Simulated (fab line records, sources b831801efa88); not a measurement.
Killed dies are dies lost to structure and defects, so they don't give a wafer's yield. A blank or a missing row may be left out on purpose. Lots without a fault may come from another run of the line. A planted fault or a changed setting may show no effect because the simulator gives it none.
fab line records | flow sky130
record lots=5 wafers=15 last_day=50
route steps=708 shown LDD_N@247 LDD_P@255 LDD_HVN@267 LDD_HVP@278
lots that met no fault: from a run of the same line without faults
start_h: hours from the record's first day to the start of the lot's first wafer shown | wait_h: hours since the lot's step before | " the same as in the row above | L1.1+2: a row that stands for several wafers | - no value, or no start given | * or withheld: withheld | < > ~ a bound
route shown NAME@n: a module of which the file shows steps, and the number in the route of the first | usual: mean/standard deviation of fault-free wafers | same: alike in all rows | chamber/n: place in a boat | sites: the reading at each site | _std_site: their standard deviation | _edge_site: outer sites' mean less inner sites' | radius_mm: how far each site lies from the wafer's centre | mask NAME#n: copy n | behind: the tool/chamber that last shaped the wafer | hold: why the lot was held/for how many hours/how that ended | device: the transistor (n, p or np) that didn't switch | end of line: the same wafers' tests at the end of the route | a step without rows: its recipe alone | killed: dies lost to structure and defects at the first sort, not the wafer's yield | map: a wafer's dies, x killed, . not, _ none there
set.NAME: the setting as run; set.NAME@STEP: as run at that earlier step | model.NAME: the simulator's own value behind a step, which no gauge read
lots at some steps of the route; a table a step, a row a wafer
services: from which hour (start_h, from the record's first day; less than 0 if before it) a tool's chamber was out of use, for how many hours, and why
## steps
# step SKY_LDD_N_IMPLANT_10
# recipe species=As energy_kev=20 dose_cm2=7.5e+13 tilt_deg=withheld rotation_deg=203
# step SKY_LDD_N_IMPLANT_11
# recipe species=As energy_kev=20 dose_cm2=7.5e+13 tilt_deg=withheld rotation_deg=293
# step SKY_LDD_N_IMPLANT_12
# recipe species=BF2 energy_kev=50 dose_cm2=5e+12 tilt_deg=30 rotation_deg=0
# step SKY_LDD_N_IMPLANT_13
# recipe species=BF2 energy_kev=50 dose_cm2=5e+12 tilt_deg=30 rotation_deg=90
# step SKY_LDD_N_IMPLANT_14
# recipe species=BF2 energy_kev=50 dose_cm2=5e+12 tilt_deg=30 rotation_deg=180
# step SKY_LDD_N_IMPLANT_15
# recipe species=BF2 energy_kev=50 dose_cm2=5e+12 tilt_deg=30 rotation_deg=270
# step SKY_LDD_N_STRIP_16
# recipe chemistry=O2/N2 power_w=1400 pressure_mtorr=1500 platen_temp_c=withheld o2_flow_sccm=3000 n2_flow_sccm=300 overash_fraction=0.5
# usual drypump_motor_current_A=5.63/0.29 oes_product_au=0.407/0.0045 strip_time_to_endpoint_s=4.314/0.015
# same overash_fraction=0.5
# columns lot.wafer tool chamber start_h wait_h drypump_motor_current_A oes_product_au rf_hours_counter_h strip_time_to_endpoint_s
L806.1 plasma_asher-02 0 406.23 0.1 5.97 0.410 71 4.307
L806.2 " 1 " " 5.02 0.408 71 4.329
L806.6 " 1 " " 5.01 0.413 - 4.301
L808.2 plasma_asher-03 1 419.55 0.1 5.49 0.400 29 4.295
L808.3 " 1 " " 5.48 0.404 - 4.312
L808.4 " 0 " " 5.39 0.410 - 4.312
L812.2 plasma_asher-04 1 480.75 0.1 5.81 0.411 75 4.312
L812.5 " 0 " " 5.82 0.414 - 4.325
L812.6 " 1 " " 5.81 0.406 - 4.343
L813.1 plasma_asher-04 1 482.93 0.1 5.82 0.403 75 4.329
L813.3 " 0 " " 5.85 0.415 - 4.306
L813.4 " 1 " " 5.82 0.403 - 4.312
L824.1 plasma_asher-04 1 591.18 0.1 5.82 0.409 86 4.332
L824.5 " 1 " " 5.82 0.398 - 4.327
L824.6 " 0 " " 5.84 0.405 - 4.332
# step SKY_LDD_N_TW_MEAS_17
# usual LDD_N_TW=2578/14
# columns lot.wafer tool chamber start_h wait_h LDD_N_TW
L806.1 film_metro-04 - 406.33 0.1 2595
L806.2 " - " " 2594
L806.6 " - " " 2588
L808.2 film_metro-01 - 419.66 0.1 2574
L808.3 " - " " 2588
L808.4 " - " " 2583
L812.2 film_metro-01 - 480.86 0.1 2571
L812.5 " - " " 2564
L812.6 " - " " 2584
L813.1 film_metro-03 - 483.03 0.1 2578
L813.3 " - " " 2568
L813.4 " - " " 2574
L824.1 film_metro-01 - 591.28 0.1 2587
L824.5 " - " " 2587
L824.6 " - " " 2598
# step SKY_LDD_P_DEHYDRATE_00
# recipe temp_c=200 time_s=60
# step SKY_LDD_P_HMDS_01
# recipe prime_time_s=60 prime_temp_c=120
# step SKY_LDD_P_COAT_02
# recipe resist=NOVOLAK spin_rpm=3000 resist_thk_nm=1140
# step SKY_LDD_P_SOFTBAKE_03
# recipe temp_c=90 time_s=60 resist=NOVOLAK
# step SKY_LDD_P_EXPOSE_04
# recipe mask_id=PSDM na=0.6 source_shape=conventional sigma_outer=0.6 polarization=unpolarized target_cd_nm=380 dose_mj=138
# usual focus_offset_nm=0.0/0.51
# columns lot.wafer tool chamber start_h wait_h mask focus_offset_nm
L806.1 iline_stepper-01 0 420.98 - PSDM#0 0.8
L806.2 " 0 " " PSDM#0 -0.2
L806.6 " 0 " " PSDM#0 0.7
L808.2 iline_stepper-02 0 434.78 - PSDM#0 -0.5
L808.3 " 0 " " PSDM#0 0.1
L808.4 " 0 " " PSDM#0 -0.5
L812.2 iline_stepper-01 0 495.70 - HVNTM#0 -1.0
L812.5 " 0 " " HVNTM#0 -0.7
L812.6 " 0 " " HVNTM#0 -1.2
L813.1 iline_stepper-01 0 498.01 - PSDM#0 0.2
L813.3 " 0 " " PSDM#0 0.2
L813.4 " 0 " " PSDM#0 0.3
L824.1 iline_stepper-02 0 606.03 - PSDM#0 1.2
L824.5 " 0 " " PSDM#0 0.2
L824.6 " 0 " " PSDM#0 -0.3
# step SKY_LDD_P_PEB_05
# recipe temp_c=withheld time_s=* resist=NOVOLAK
# step SKY_LDD_P_DEVELOP_06
# recipe resist=NOVOLAK developer=TMAH develop_time_s=60 dev_temp_c=23
# step SKY_LDD_P_CD_MEAS_07
# recipe target_cd_nm=380
# usual cd_nm=380.5/2.2
# columns lot.wafer tool chamber start_h wait_h cd_nm
L806.1 cd_sem-02 - 436.46 0.1 379.4
L806.2 " - " " 380.3
L806.6 " - " " 380.2
L808.2 cd_sem-02 - 449.91 0.3 380.9
L808.3 " - " " 380.5
L808.4 " - " " 382.6
L812.2 cd_sem-01 - 510.29 0.1 -
L812.5 " - " " -
L812.6 " - " " -
L813.1 cd_sem-02 - 512.71 0.1 378.1
L813.3 " - " " 378.3
L813.4 " - " " 378.5
L824.1 cd_sem-01 - 620.57 0.1 378.3
L824.5 " - " " 379.9
L824.6 " - " " 379.3
# step SKY_LDD_P_OVL_MEAS_08
# usual LDD_P_OVL=0.1/1.5
# columns lot.wafer tool chamber start_h wait_h LDD_P_OVL[nm]
L806.1 overlay-02 - 436.58 0.1 3.5
L806.2 " - " " 2.2
L806.6 " - " " 3.3
L808.2 overlay-02 - 450.01 0.1 -1.7
L808.3 " - " " -0.4
L808.4 " - " " -2.0
L812.2 overlay-02 - 510.40 0.1 -
L812.5 " - " " -
L812.6 " - " " -
L813.1 overlay-02 - 512.83 0.1 -0.6
L813.3 " - " " -1.2
L813.4 " - " " 1.2
L824.1 overlay-01 - 620.69 0.1 0.9
L824.5 " - " " 1.2
L824.6 " - " " 2.6
# step SKY_LDD_P_IMPLANT_09
# recipe species=BF2 energy_kev=25 dose_cm2=1.019e+13 tilt_deg=withheld
# step SKY_LDD_P_STRIP_10
# recipe chemistry=O2/N2 power_w=1400 pressure_mtorr=1500 platen_temp_c=withheld o2_flow_sccm=3000 n2_flow_sccm=300 overash_fraction=0.5
# usual drypump_motor_current_A=5.70/0.19 oes_product_au=0.715/0.0048 strip_time_to_endpoint_s=14.18/0.04
# same overash_fraction=0.5
# columns lot.wafer tool chamber start_h wait_h drypump_motor_current_A oes_product_au rf_hours_counter_h strip_time_to_endpoint_s
L806.1 plasma_asher-01 0 436.76 0.1 5.48 0.713 64 14.22
L806.2 " 1 " " 5.90 0.715 64 14.21
L806.6 " 1 " " 5.92 0.709 - 14.21
L808.2 plasma_asher-01 1 450.19 0.1 5.89 0.713 66 14.22
L808.3 " 1 " " 5.88 0.711 - 14.17
L808.4 " 0 " " 5.51 0.714 - 14.17
L812.2 plasma_asher-03 0 510.58 0.1 5.39 0.730 39 14.20
L812.5 " 1 " " 5.46 0.710 - 14.20
L812.6 " 0 " " 5.40 0.715 - 14.15
L813.1 plasma_asher-04 0 513.01 0.1 5.83 0.712 78 14.17
L813.3 " 1 " " 5.80 0.719 - 14.15
L813.4 " 0 " " 5.84 0.708 - 14.14
L824.1 plasma_asher-01 0 620.88 0.1 5.45 0.718 82 14.20
L824.5 " 1 " " 5.87 0.716 - 14.27
L824.6 " 0 " " 5.46 0.715 - 14.22
# step SKY_LDD_P_TW_MEAS_11
# usual LDD_P_TW=638/3.5
# columns lot.wafer tool chamber start_h wait_h LDD_P_TW
L806.1 film_metro-01 - 436.86 0.1 635
L806.2 " - " " 635
L806.6 " - " " 640
L808.2 film_metro-03 - 450.30 0.1 639
L808.3 " - " " 643
L808.4 " - " " 641
L812.2 film_metro-03 - 510.69 0.1 30
L812.5 " - " " 30
L812.6 " - " " 30
L813.1 film_metro-02 - 513.11 0.1 638
L813.3 " - " " 640
L813.4 " - " " 639
L824.1 film_metro-02 - 620.98 0.1 643
L824.5 " - " " 645
L824.6 " - " " 644
# step SKY_LDD_HVN_DEHYDRATE_00
# recipe temp_c=200 time_s=60
# step SKY_LDD_HVN_HMDS_01
# recipe prime_time_s=60 prime_temp_c=120
# step SKY_LDD_HVN_COAT_02
# recipe resist=NOVOLAK spin_rpm=3000 resist_thk_nm=300
# step SKY_LDD_HVN_SOFTBAKE_03
# recipe temp_c=90 time_s=60 resist=NOVOLAK
# step SKY_LDD_HVN_EXPOSE_04
# recipe mask_id=HVNTM na=0.6 source_shape=conventional sigma_outer=0.6 polarization=unpolarized target_cd_nm=700 dose_mj=127
# step SKY_LDD_HVN_PEB_05
# recipe temp_c=withheld time_s=* resist=NOVOLAK
# step SKY_LDD_HVN_DEVELOP_06
# recipe resist=NOVOLAK developer=TMAH develop_time_s=60 dev_temp_c=23
# step SKY_LDD_HVN_OVL_MEAS_07
# usual LDD_HVN_OVL=-1.0/1.5
# columns lot.wafer tool chamber start_h wait_h LDD_HVN_OVL[nm]
L806.1 overlay-01 - 466.95 0.1 -2.4
L806.2 " - " " -1.1
L806.6 " - " " -2.7
L808.2 overlay-01 - 480.42 0.1 -2.5
L808.3 " - " " -1.3
L808.4 " - " " -0.7
L812.2 overlay-02 - 540.95 0.1 -0.2
L812.5 " - " " -0.6
L812.6 " - " " -2.0
L813.1 overlay-02 - 543.60 0.1 -2.5
L813.3 " - " " -2.5
L813.4 " - " " 0.2
L824.1 overlay-01 - 650.02 0.1 -3.5
L824.5 " - " " -0.5
L824.6 " - " " -3.5
# step SKY_LDD_HVN_IMPLANT_08
# recipe species=P energy_kev=60 dose_cm2=3e+13 tilt_deg=40
# step SKY_LDD_HVN_STRIP_09
# recipe chemistry=O2/N2 power_w=1400 pressure_mtorr=1500 platen_temp_c=withheld o2_flow_sccm=3000 n2_flow_sccm=300 overash_fraction=0.5
# usual drypump_motor_current_A=5.6/0.34 oes_product_au=0.408/0.0043 strip_time_to_endpoint_s=4.134/0.013
# same overash_fraction=0.5
# columns lot.wafer tool chamber start_h wait_h drypump_motor_current_A oes_product_au rf_hours_counter_h strip_time_to_endpoint_s
L806.1 plasma_asher-03 0 467.13 0.1 5.4 0.404 34 4.139
L806.2 " 1 " " 5.5 0.410 34 4.122
L806.6 " 0 " " 5.4 0.407 - 4.146
L808.2 plasma_asher-02 1 480.60 0.1 5.0 0.412 5 4.144
L808.3 " 1 " " 5.0 0.405 - 4.149
L808.4 " 0 " " 6.0 0.401 - 4.143
L812.2 plasma_asher-03 0 541.13 0.1 5.4 0.402 42 4.132
L812.5 " 1 " " 5.5 0.411 - 4.127
L812.6 " 0 " " 5.4 0.404 - 4.104
L813.1 plasma_asher-02 0 543.78 0.1 5.9 0.404 11 4.160
L813.3 " 1 " " 5.0 0.415 - 4.135
L813.4 " 0 " " 6.0 0.407 - 4.135
L824.1 plasma_asher-01 1 650.21 0.1 5.9 0.413 84 4.135
L824.5 " 0 " " 5.5 0.409 - 4.125
L824.6 " 1 " " 5.9 0.410 - 4.142
# step SKY_LDD_HVN_TW_MEAS_10
# usual LDD_HVN_TW=1434/7.7
# columns lot.wafer tool chamber start_h wait_h LDD_HVN_TW
L806.1 film_metro-02 - 467.23 0.1 1439
L806.2 " - " " 1447
L806.6 " - " " 1445
L808.2 film_metro-03 - 480.71 0.1 1436
L808.3 " - " " 1432
L808.4 " - " " 1426
L812.2 film_metro-02 - 541.24 0.1 1464
L812.5 " - " " 1461
L812.6 " - " " 1463
L813.1 film_metro-04 - 543.88 0.1 1439
L813.3 " - " " 1433
L813.4 " - " " 1439
L824.1 film_metro-03 - 650.31 0.1 1420
L824.5 " - " " 1414
L824.6 " - " " 1411
# step SKY_LDD_HVP_DEHYDRATE_00
# recipe temp_c=200 time_s=60
## services
# columns tool chamber start_h hours kind
iline_stepper-01 - 403.83 1.7 pm
plasma_asher-01 - 413.21 2.6 repair
plasma_asher-02 - 421.25 9.0 pm
plasma_asher-02 0 421.25 9.0 vent_cycle
plasma_asher-02 1 421.25 9.0 vent_cycle
plasma_asher-02 0 430.25 - clean
plasma_asher-02 1 430.25 - clean
plasma_asher-01 - 460.53 2.8 pm
iline_stepper-02 - 504.15 0.7 repair
iline_stepper-01 0 517.67 - calibration
plasma_asher-03 - 527.98 1.9 repair
plasma_asher-02 - 532.47 2.0 repair
iline_stepper-02 0 569.77 - calibration
iline_stepper-02 - 594.62 1.7 pm
iline_stepper-01 - 622.01 1.7 pm
plasma_asher-01 - 634.97 14.6 pm
## key
first_sign step=SKY_LDD_P_EXPOSE_04 reading=mask direction=changed
effect step=SKY_LDD_P_CD_MEAS_07 reading=cd_nm direction=missing
effect step=SKY_LDD_P_OVL_MEAS_08 reading=LDD_P_OVL direction=missing
effect step=SKY_LDD_P_TW_MEAS_11 reading=LDD_P_TW direction=down sigmas=99+ usual=638 struck=30
effect step=SKY_LDD_HVN_TW_MEAS_10 reading=LDD_HVN_TW direction=up sigmas=3.8 usual=1434 struck=1463
met_at SKY_LDD_P_EXPOSE_04
struck_wafers L812.2,L812.5,L812.6
sort_left_out L812.2,L812.5,L812.6
tester_left_out L812
onset_between 420.98 495.70
fault kind=wrong_mask tool=any chamber=- onset_h=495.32 steps=SKY_LDD_P_EXPOSE_04 aux_copy=HVNTM#0 scope=struck_lots_only
# tester_left_out: of these lots the tester's yield and bins aren't shown, on N5 and GAA mostly nor the transistor test; their killed dies are dies lost to structure and defects alone, not to doping, threshold or leakage, so they don't give the yield
# sort_left_out: the simulated sort isn't trusted on such a fault, so these wafers' sort isn't shown, and their yield isn't known
